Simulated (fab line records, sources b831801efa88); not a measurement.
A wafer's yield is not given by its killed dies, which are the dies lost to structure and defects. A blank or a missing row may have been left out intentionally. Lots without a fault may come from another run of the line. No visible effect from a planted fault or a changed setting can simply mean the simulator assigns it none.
Code-filled problem report in 8D (eight disciplines) form ; flow sky130 ; the parts of the form that need people (team, actions taken, sign-off) are left out

== 1. WHAT WENT WRONG ==
Wafers without a fault read 300.0 nm with a standard deviation of 1.2, while cdNm at SKY_METAL3_CD_MEAS_13 averages 249.7 nm across 3 wafers of 1 lot. That is -42 standard deviations from the usual mean.
The step: target cd 300 nm.
Earliest sighting: wafer L788.1 on cdSem-01 at day 42 06:13. Wafers with a number at this step in the record: 39, from 13 lots. Rule for "out" (also "out of limits"): further than 4 standard deviations from the usual mean. The rest of the wafers with a number are treated as sound.

== 2. WHAT THIS IS AND IS NOT ==
question;is;is not
which readings at this step;cdNm;-
which lots;L788;L777, L778, L779, L780, L781, L782, L783, L784, L785, L797, L798, L799
which wafers of those lots;all that have a number;-
read on which gauges;cdSem-01;cdSem-02
when;from day 42 06:13;"up to then (27 sound wafers); but 9 sound wafers of L797, L798, L799 came after"

== 3. SUSPECTS, AND WHAT RULES EACH OUT ==
Counting: any tool at a process step up to the reading is kept as a suspect provided that every lot that is out went through it and no sound lot did after the first of them.
- ruled out: the gauge at SKY_METAL3_CD_MEAS_13. All the wafers that are out were read on cdSem-01, but those of them that SKY_METAL3_EXPOSE_10 has rows for are out there too, on other tools.
- pvdSputter-02 at SKY_METAL3_SPUTTER_02 (material AlCu, target thk 735 nm, time 39.1 s): ruled out as a lasting fault. Sound lots L799 ran on it after its first lot that is out, L788 (day 40 05:20).
- krfScanner-02 at SKY_METAL3_EXPOSE_10 (exposes mask MM3, target cd 300 nm): ruled out as a lasting fault. Sound lots L798, L799 ran on it after its first lot that is out, L788 (day 41 18:24).
Left after counting: nothing in the record.

== 4. THE CAUSE (what the simulator had put in) ==
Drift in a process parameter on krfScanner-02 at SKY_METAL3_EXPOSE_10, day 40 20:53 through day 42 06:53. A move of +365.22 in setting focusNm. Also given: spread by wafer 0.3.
The count ruled it out by mistake, since the rule takes a fault to strike every lot its tool runs from the start of the fault on, and this one did not do so.

== 5. THE CHAIN OF EFFECTS, in route order ==
Each row: a reading whose mean over the struck wafers that have a number lies more than 3 standard deviations from the usual. Scope: only readings with a usual standard deviation given in the record; hours: median across lots of the time from each lot's start at the first step in this table that gives one to its start at this step; sigmas: change in usual standard deviations.
hours;step;reading;usual;on struck wafers;change;sigmas
0;SKY_METAL3_EXPOSE_10;exposureDoseMJCm2;28.008;26.229;-1.779;-71
12;SKY_METAL3_CD_MEAS_13;cdNm;300.0 nm;249.7;-50.3;-42
Here are the process steps it includes:
- SKY_METAL3_EXPOSE_10: exposes mask MM3, target cd 300 nm.
Later steps that measure or inspect, where all struck wafers having a row at the step show a number for every such reading and not one has moved that far: SKY_METAL3_OVL_MEAS_14.

== 6. HOW IT WOULD HAVE BEEN CAUGHT EARLIER ==
In this record the first reading out of limits at a measuring or inspecting step was taken at day 42 06:13, 33 hours after the fault began at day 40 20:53.
At SKY_METAL3_EXPOSE_10, the tool's own readings (exposureDoseMJCm2) were out on each struck wafer the step has a row for, so an alarm limit on them would have fired on the first such wafer.
